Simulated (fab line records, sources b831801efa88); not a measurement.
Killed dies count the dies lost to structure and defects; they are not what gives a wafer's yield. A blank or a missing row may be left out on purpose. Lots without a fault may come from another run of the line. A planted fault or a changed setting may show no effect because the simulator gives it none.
A single fault, viewed from 2 desks | flow gf180mcu | each desk holds nothing but its own numbers, with what lay behind them at the end

## DESK OF THE TOOL OWNER: lithoTrack-02
The tool's own readings at GF_M3_DEVELOP_13 (develop time 60 s): means of the sampled wafers that have a number, for each lot that ran on this tool. Marked OUT: a lot whose mean sits more than 4 standard deviations from the usual mean, which makes it out of limits; the brackets give that distance.
Columns: A = chillPlateTempC at GF_M3_DEVELOP_13, usual 23.01 C
lot  | first seen here | A
L581 | day 21 10:11    | 22.82
This desk's finding: nothing out of limits on the one lot.

## FROM THE METROLOGY DESK
What the gauges read, lot by lot, whatever tool the lot ran on: means of the sampled wafers that have a number. Marked OUT: a lot whose mean sits more than 4 standard deviations from the usual mean, which makes it out of limits; the brackets give that distance.
Columns: A = M3_ALCU_RS at GF_M3_RS_MEAS_05, usual 0.0692 ohm/sq; B = M3_ALCU_THK at GF_M3_THK_MEAS_06, usual 453 nm; C = cdNm at GF_M3_CD_MEAS_14, usual 279.3 nm
lot  | first seen here | A      | B   | C
L581 | day 20 10:55    | 0.0697 | 453 | 279.1
L584 | day 21 16:40    | 0.0690 | 456 | 279.1
L591 | day 24 05:55    | 0.0693 | 456 | -
L592 | day 24 09:17    | 0.0681 | 458 | -
L602 | day 27 18:38    | 0.0692 | 451 | 279.0
L603 | day 28 05:11    | 0.0700 | 450 | 280.4
This desk's verdict: no lot among the 6 shows anything out of limits.

## ALL TOGETHER
Nothing out of limits was seen by the tool owner's desk.
At the metrology desk, nothing out of limits was observed.

## WHAT THE SIMULATOR PUT IN
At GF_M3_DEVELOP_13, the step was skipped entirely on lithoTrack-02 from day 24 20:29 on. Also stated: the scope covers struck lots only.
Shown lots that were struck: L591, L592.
